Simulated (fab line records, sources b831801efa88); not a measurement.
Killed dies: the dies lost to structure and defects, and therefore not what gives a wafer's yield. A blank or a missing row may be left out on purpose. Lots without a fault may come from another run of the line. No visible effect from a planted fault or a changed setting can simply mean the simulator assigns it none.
8D (eight disciplines) problem report, filled in by code ; flow gf180mcu ; the parts of the form that need people (team, actions taken, sign-off) are left out

1. THE PROBLEM
STI_CVD_03_THK at GF_STI_THK_MEAS_04 reads a mean of 193.9 nm on 3 wafers of 1 lot; wafers without a fault read 207.5 nm with a standard deviation of 1.6. Relative to the usual mean, that is a shift of -8.5 standard deviations.
Seen first at day 5 17:54 on filmMetro-03, wafer L480.2. At this step, 33 wafers from 11 lots have a number in the record. By rule, "out" or "out of limits" means more than 4 standard deviations away from the usual mean. The rest of the wafers with a number are treated as sound.

2. WHAT IT IS, WHAT IT ISN'T
question;is;is not
which readings at this step;STI_CVD_03_THK;-
which lots;L480;L461, L464, L466, L467, L469, L470, L473, L475, L477, L478
which wafers of those lots;all that have a number;-
read on which gauges;filmMetro-03;filmMetro-01, filmMetro-04
when;from day 5 17:54;up to then (30 sound wafers)

3. THE SUSPECTS, EACH WITH WHAT RULES IT OUT
Counting: any tool at a process step up to the reading is kept as a suspect provided that every lot that is out went through it and no sound lot did after the first of them.
- the gauge at GF_STI_THK_MEAS_04: ruled out. All the wafers that are out were read on filmMetro-03, but those of them that GF_STI_CVD_03 has rows for are out there too, on other tools.
- lpcvd-01 at GF_STI_CVD_03 (deposits Si3N4 from DCS/NH3, target thk 207.16 nm, time 3551 s): kept. It ran the lot that is out, L480 (day 5 15:55), and no sound lot after that; its last sound lot up to then is L477 (day 5 00:36). Its own readings are out on those wafers: pressureMtorr.
After counting, what remains is lpcvd-01 at GF_STI_CVD_03.

4. THE CAUSE (what the simulator had put in)
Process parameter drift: lpcvd-01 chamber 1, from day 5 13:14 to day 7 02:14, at GF_STI_CVD_03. A move of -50 in setting pressureMtorr, from 250. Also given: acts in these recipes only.
After counting, this tool was the only one left.

5. THE EFFECT CHAIN, in route order
Each row: a reading whose mean over the struck wafers that have a number lies more than 3 standard deviations from the usual. Only readings for which the record gives a usual standard deviation are gone through. hours: the time from each lot's start at the first step in this table that gives one to its start at this step, as a median over the lots. sigmas: the change in usual standard deviations.
hours;step;reading;usual;on struck wafers;change;sigmas
0;GF_STI_CVD_03;pressureMtorr;249.8 mTorr;199.6;-50.2;-99 or more
2;GF_STI_THK_MEAS_04;STI_CVD_03_THK;207.5 nm;193.9;-13.6;-8.5
17;GF_STI_ETCH_13;oesProductAu;0.823 a.u.;0.795;-0.028;-5.2
Its process steps:
- GF_STI_CVD_03: deposits Si3N4 from DCS/NH3, target thk 207.16 nm, time 3551 s.
- GF_STI_ETCH_13: etches the open film in CHF3/O2, stops on Si, target depth 282.31 nm, time 112.9 s.
Later steps that measure or inspect, where all struck wafers having a row at the step show a number for every such reading and not one has moved that far: GF_CONTACT_OVL_MEAS_15.

6. WHAT WOULD HAVE CAUGHT IT SOONER
The first out-of-limits reading at a measuring or inspecting step in this record came at day 5 17:54, 5 hours after the fault's start at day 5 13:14.
The tool's own readings at GF_STI_CVD_03 were out on every struck wafer that the step has a row for (pressureMtorr): an alarm limit on them would have fired on the first of those.
Lots out: 1; all had begun GF_STI_CVD_03 on lpcvd-01 by day 5 17:54. None of them would have been spared by holding the tool at that moment.
